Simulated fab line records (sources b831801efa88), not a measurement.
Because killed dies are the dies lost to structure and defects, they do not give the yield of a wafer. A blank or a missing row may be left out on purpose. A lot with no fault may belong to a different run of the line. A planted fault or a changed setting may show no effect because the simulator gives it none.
Matching of chambers | flow sky130 | SKY_VIA2_CMP_02 on cmp-02 has 4 sister chambers
The step polishes SiO2. 4 wafers are shown with their chamber, then 12 later ones without.

## WAFERS PAIRED WITH THEIR CHAMBERS
wafer  | chamber | motorCurrentA (A)
L084.1 | 0       | 12.5
L085.2 | 1       | 10.6
L085.5 | 2       | 12.0
L085.6 | 3       | 13.1

## WAFERS MISSING THEIR CHAMBER
wafer  | motorCurrentA (A)
L091.3 | 10.8
L091.4 | 10.4
L091.6 | 13.6
L093.4 | 10.8
L093.5 | 10.9
L093.6 | 13.9
L094.1 | 13.2
L094.3 | 11.8
L094.4 | 11.4
L096.2 | 11.1
L096.3 | 12.3
L096.6 | 14.3

## THE CHAMBER EACH PASSED THROUGH
wafer  | from the rows above          | in truth
L091.3 | can't be placed: 1 or 2      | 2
L091.4 | 1                            | 1
L091.6 | can't be placed: 3 or 0      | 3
L093.4 | can't be placed: 1 or 2      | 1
L093.5 | can't be placed: 1 or 2      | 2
L093.6 | can't be placed: 3 or 0      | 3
L094.1 | can't be placed: 3 or 0      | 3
L094.3 | can't be placed: 2 or 0 or 1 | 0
L094.4 | can't be placed: 2 or 1 or 0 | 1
L096.2 | can't be placed: 1 or 2 or 0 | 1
L096.3 | can't be placed: 0 or 2 or 3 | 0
L096.6 | can't be placed: 3 or 0      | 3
Correctly placed: 1 of 12. Not placeable from these rows: 11 (in 11, the candidates include the true chamber). Placed wrongly: 0.
How it was worked out, from the rows above alone: a wafer's distance from a chamber is the root of the sum, over the readings, of the square of ((its reading less the chamber's mean) divided by the reading's scatter). The wafer belongs to the nearest chamber; if the next one is less than 2 further off, it can't be placed. For every chamber, the mean is computed from those of its wafers that are shown. The scatter: with one shown wafer a chamber, the root of the mean of the squares of how far each hidden wafer lies from its nearest shown one.
